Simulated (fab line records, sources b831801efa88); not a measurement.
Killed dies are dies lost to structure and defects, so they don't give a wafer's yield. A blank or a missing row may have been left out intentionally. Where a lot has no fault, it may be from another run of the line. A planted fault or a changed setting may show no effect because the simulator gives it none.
A lot that was struck, set against a sound lot + flow sfq line + 24 out of 325 route steps
Sound: the wafers L580.1, L580.2, L580.4. Wafers struck: L581.3, L581.4, L581.6. At the end, the cause is stated.
For every step that has rows: the tool of each side, followed by ch and its chambers, followed by its first start. Under that, the readings that differ: sound wafers + struck wafers + difference of the means + sigmas: that difference in standard deviations of wafers without a fault.
alike: a reading whose means differ by less than 2 such deviations, as well as words and numbers matching on both sides. not compared: withheld readings; readings where some wafer has no value; bounds like >300 that might hide an equal value; numbers whose values overlap and for which the record gives no deviation.
The two part at a step that has a row with sigmas, a row that says differs or no value, or rows on one side only. Numbers that don't overlap but have no deviation are shown without sigmas and don't part them. Lack of a reading on every wafer of one side parts them only where that side has two or more wafers.

first, 6 steps without rows for these wafers: SFQ_TRILAYER_I0_VIA_LITHO_COAT_036 (resist thk 62 nm); SFQ_TRILAYER_I0_VIA_LITHO_COAT_031 (resist thk 650 nm); SFQ_TRILAYER_I0_VIA_LITHO_SOFTBAKE_035; SFQ_TRILAYER_I0_VIA_LITHO_EXPOSE_032 (exposes mask I0, target cd 500 nm); SFQ_TRILAYER_I0_VIA_LITHO_PEB_034 (peb time 60 s); SFQ_TRILAYER_I0_VIA_LITHO_DEVELOP_033 (time 60 s).
SFQ_I0_OVL_MEAS_908:
  struck on overlay-02, day 16 20:54; sound on overlay-01, day 16 10:41
  alike: I0_OVL
SFQ_TRILAYER_I0_VIA_BARC_OPEN_VIA_ETCH_046: etches BARC in O2, target depth 125 nm, time 41.7 s.
  sound on rie diel-01 ch 0,1,3, day 16 10:44; struck on rie diel-01 ch 0,2, day 16 20:55
  alike: drypump motor current A, oes product au
  not compared: rf hours counter h
SFQ_TRILAYER_I0_VIA_ETCH_VIA_ETCH_034: etches SiO2 in CHF3, stops on Nb, target depth 260 nm.
  sound on rie diel-01 ch 0,1,3, day 16 10:46; struck on rie diel-01 ch 0,2, day 16 20:58
  alike: drypump motor current A, oes product au
SFQ_TRILAYER_I0_VIA_STRIP_STRIP_035: strips in O2.
  sound on rie metal-01 ch 0,1, day 16 10:53; struck on rie metal-04 ch 0,1, day 16 21:17
  alike: drypump motor current A, oes product au
  not compared: rf hours counter h
then, 2 steps without rows for these wafers: SFQ_TRILAYER_I0_VIA_STRIP_SOLV_CLEAN_036 (cleans in NMP, time 600 s); SFQ_TRILAYER_M1_DEP_PRE_CLEAN_038 (time 22.5 s).
SFQ_TRILAYER_M1_DEP_SPUTTER_037: material Nb, target thk 200 nm, time 133.3 s.
  struck on pvd sputter-06, day 16 21:53; sound on pvd sputter-03, day 16 11:41
  no value came back on the struck wafers for base pressure pa (Pa), cathode dc power W (W), throttle valve pct (%); on the sound wafers base pressure pa (Pa) reads 1.36e-06 1.27e-06 1.27e-06
SFQ_M1_RS_MEAS_909: uses a four-point probe to measure.
  struck on film metro-04, day 16 22:01; sound on film metro-02, day 16 11:47
| reading           | sound             | struck | difference                    | sigmas |
|-------------------|-------------------|--------|-------------------------------|--------|
| M1_NB_RS (ohm/sq) | 0.887 0.901 0.903 | - - -  | no value on the struck wafers |        |
then, 6 steps without rows for these wafers: SFQ_TRILAYER_M1_LITHO_COAT_044 (resist thk 62 nm); SFQ_TRILAYER_M1_LITHO_COAT_039 (resist thk 600 nm); SFQ_TRILAYER_M1_LITHO_SOFTBAKE_043; SFQ_TRILAYER_M1_LITHO_EXPOSE_040 (exposes mask M1, target cd 500 nm); SFQ_TRILAYER_M1_LITHO_PEB_042 (peb time 60 s); SFQ_TRILAYER_M1_LITHO_DEVELOP_041 (time 60 s).
-- the record jumps here: 5 days lie between the struck wafers' starts before and after --
SFQ_M1_OVL_MEAS_911:
  struck on overlay-02, day 21 12:54; sound on overlay-02, day 20 23:25
  alike: M1_OVL
SFQ_TRILAYER_M1_BARC_OPEN_METAL_ETCH_054: etches BARC in O2, target depth 125 nm, time 41.7 s.
  sound on rie metal-02 ch 0,1, day 20 23:27; struck on rie metal-01 ch 0,1, day 21 12:56
  alike: drypump motor current A, oes product au
  not compared: rf hours counter h
SFQ_TRILAYER_M1_ETCH_METAL_ETCH_042: etches Nb in Cl2/Ar, stops on SiO2, target depth 240 nm, time 120 s.
  sound on rie metal-02 ch 0,1, day 20 23:31; struck on rie metal-01 ch 0,1, day 21 13:01
| reading               | sound             | struck            | difference | sigmas |
|-----------------------|-------------------|-------------------|------------|--------|
| oes product au (a.u.) | 0.899 0.880 0.888 | 0.375 0.372 0.371 | -0.516     | -71    |
  alike: drypump motor current A
  not compared: rf hours counter h
SFQ_TRILAYER_M1_STRIP_STRIP_043: strips in O2.
  sound on rie metal-02 ch 0,1, day 20 23:38; struck on rie metal-01 ch 0,1, day 21 13:19
  alike: drypump motor current A, oes product au
  not compared: rf hours counter h

== WHERE THEY PART ==
Last at SFQ_TRILAYER_M1_ETCH_METAL_ETCH_042 as far as this record goes, first at SFQ_TRILAYER_M1_DEP_SPUTTER_037. Later steps at which nothing parts them and some readings are alike: SFQ_TRILAYER_M1_STRIP_STRIP_043.

WHY: what the simulator had put in
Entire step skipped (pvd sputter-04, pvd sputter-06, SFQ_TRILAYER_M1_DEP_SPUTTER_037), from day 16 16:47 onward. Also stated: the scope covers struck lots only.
